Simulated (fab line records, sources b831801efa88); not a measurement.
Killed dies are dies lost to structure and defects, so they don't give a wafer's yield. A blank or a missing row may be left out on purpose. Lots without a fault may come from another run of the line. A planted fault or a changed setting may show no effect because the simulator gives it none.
Which tool did it? | flow sky130 | 11 lots, 33 wafers sampled, at 3 steps of a route of 708

WHAT THE GAUGES READ, wafer by wafer
SKY_VIA1_CD_MEAS_12: target cd 150 nm. Usual: cd_nm 149.5 nm, standard deviation 1.8.
lot  | measured     | on        | cd_nm (nm)        | flag
L394 | day 34 06:46 | cd_sem-02 | 148.6 147.8 149.5 |
L397 | day 35 16:34 | cd_sem-02 | 151.0 151.6 153.7 |
L398 | day 35 23:16 | cd_sem-01 | 149.2 150.2 149.0 |
L403 | day 36 22:06 | cd_sem-02 | 148.8 148.4 149.5 |
L404 | day 37 18:10 | cd_sem-02 | 150.7 149.1 148.9 |
L405 | day 38 03:02 | cd_sem-02 | 151.6 151.6 150.9 |
L406 | day 38 08:31 | cd_sem-02 | 148.7 149.2 148.6 |
L411 | day 39 14:07 | cd_sem-01 | 150.4 149.7 151.2 |
L412 | day 39 22:19 | cd_sem-01 | 149.0 151.6 150.4 |
L414 | day 40 12:02 | cd_sem-02 | 148.1 148.7 146.5 |
L416 | day 40 21:55 | cd_sem-02 | 148.1 147.8 148.5 |

WHICH TOOL RAN EACH LOT (tool, then ch and the chambers of the sampled wafers, then the start)
lot  | SKY_POLY_CUT_ETCH_11               | SKY_METAL1_SPUTTER_01
L394 | rie_diel-02 ch 1,3, day 24 14:13   | pvd_sputter-01, day 32 00:05
L397 | rie_diel-02 ch 0,1,3, day 26 00:14 | pvd_sputter-03, day 33 09:53
L398 | rie_diel-02 ch 0,1,2, day 26 09:34 | pvd_sputter-04, day 33 17:05
L403 | rie_diel-01 ch 0,1,3, day 27 12:16 | pvd_sputter-03, day 34 15:56
L404 | rie_diel-02 ch 0,2,3, day 28 09:46 | pvd_sputter-03, day 35 12:47
L405 | rie_diel-02 ch 0,1,2, day 28 17:55 | pvd_sputter-03, day 35 20:41
L406 | rie_diel-02 ch 0,1, day 29 00:34   | pvd_sputter-04, day 36 02:47
L411 | rie_diel-02 ch 0,1,3, day 30 11:40 | pvd_sputter-01, day 37 11:10
L412 | rie_diel-02 ch 0,1,2, day 30 19:10 | pvd_sputter-03, day 37 18:16
L414 | rie_diel-02 ch 0,2,3, day 31 11:34 | pvd_sputter-01, day 38 09:40
L416 | rie_diel-04 ch 0,2,3, day 31 21:34 | pvd_sputter-03, day 38 19:14
- SKY_POLY_CUT_ETCH_11: etches Si3N4 in CF4/CH2F2/Ar, stops on poly-Si, time 42.5 s, target depth 60 nm.
- SKY_METAL1_SPUTTER_01: material TiN, target thk 20 nm, time 16.7 s.

WHAT THE TOOLS THEMSELVES READ (means of the sampled wafers that have a number; where no wafer has one, the mark that the record gives instead)
SKY_POLY_CUT_ETCH_11. Usual: bias_w 150.0 W, standard deviation 0.4; drypump_motor_current_A 5.7 A, standard deviation 0.41; oes_product_au 0.828 a.u., standard deviation 0.0068; rf_fwd_power_W 593.7 W, standard deviation 2.6; throttle_valve_pct 14.994 %, standard deviation 0.009.
lot  | tool        | bias_w (W) | drypump_motor_current_A (A) | oes_product_au (a.u.) | rf_fwd_power_W (W) | throttle_valve_pct (%) | flag
L394 | rie_diel-02 | 149.5      | 5.3                         | 0.827                 | 593.8              | 14.994                 |
L397 | rie_diel-02 | 149.9      | 5.6                         | 0.821                 | 592.2              | 14.993                 |
L398 | rie_diel-02 | 150.0      | 5.8                         | 0.829                 | 592.7              | 15.004                 |
L403 | rie_diel-01 | 149.6      | 5.3                         | 0.828                 | 593.8              | 15.000                 |
L404 | rie_diel-02 | 150.4      | 5.8                         | 0.818                 | 594.9              | 15.001                 |
L405 | rie_diel-02 | 150.3      | 5.8                         | 0.824                 | 592.7              | 14.994                 |
L406 | rie_diel-02 | 150.2      | 6.0                         | 0.826                 | 593.1              | 14.982                 |
L411 | rie_diel-02 | 150.0      | 5.7                         | 0.831                 | 593.7              | 14.997                 |
L412 | rie_diel-02 | 149.9      | 5.8                         | 0.826                 | 592.2              | 14.996                 |
L414 | rie_diel-02 | 149.9      | 5.9                         | 0.830                 | 596.0              | 14.997                 |
L416 | rie_diel-04 | 149.8      | 5.7                         | 0.838                 | 591.7              | 14.994                 |

SKY_METAL1_SPUTTER_01. Usual: throttle_valve_pct 30.2 %, standard deviation 0.7.
lot  | tool           | throttle_valve_pct (%) | flag
L394 | pvd_sputter-01 | 30.1                   |
L397 | pvd_sputter-03 | 29.6                   |
L398 | pvd_sputter-04 | 30.2                   |
L403 | pvd_sputter-03 | 30.1                   |
L404 | pvd_sputter-03 | 29.9                   |
L405 | pvd_sputter-03 | 29.8                   |
L406 | pvd_sputter-04 | 31.1                   |
L411 | pvd_sputter-01 | 29.3                   |
L412 | pvd_sputter-03 | 29.9                   |
L414 | pvd_sputter-01 | 28.9                   |
L416 | pvd_sputter-03 | 29.8                   |

THE ANSWER, worked out from the rows above alone
Rule: a lot is off if the mean of its wafers that have a number lies more than 3 standard deviations from the usual mean. A lot without any number at a reading at which 4 lots or more have one is off too. The other lots that the step has rows for count as sound. The gauges are gone through in route order, then the tools' own readings, and for those a lot's mean is taken as printed above. The first step at which some lot is off is used, and at that step the reading that is off furthest; a lot without a number counts as furthest.
No lot is off at any reading shown: from this, nothing can be told.

WHAT THE SIMULATOR HAD PUT IN
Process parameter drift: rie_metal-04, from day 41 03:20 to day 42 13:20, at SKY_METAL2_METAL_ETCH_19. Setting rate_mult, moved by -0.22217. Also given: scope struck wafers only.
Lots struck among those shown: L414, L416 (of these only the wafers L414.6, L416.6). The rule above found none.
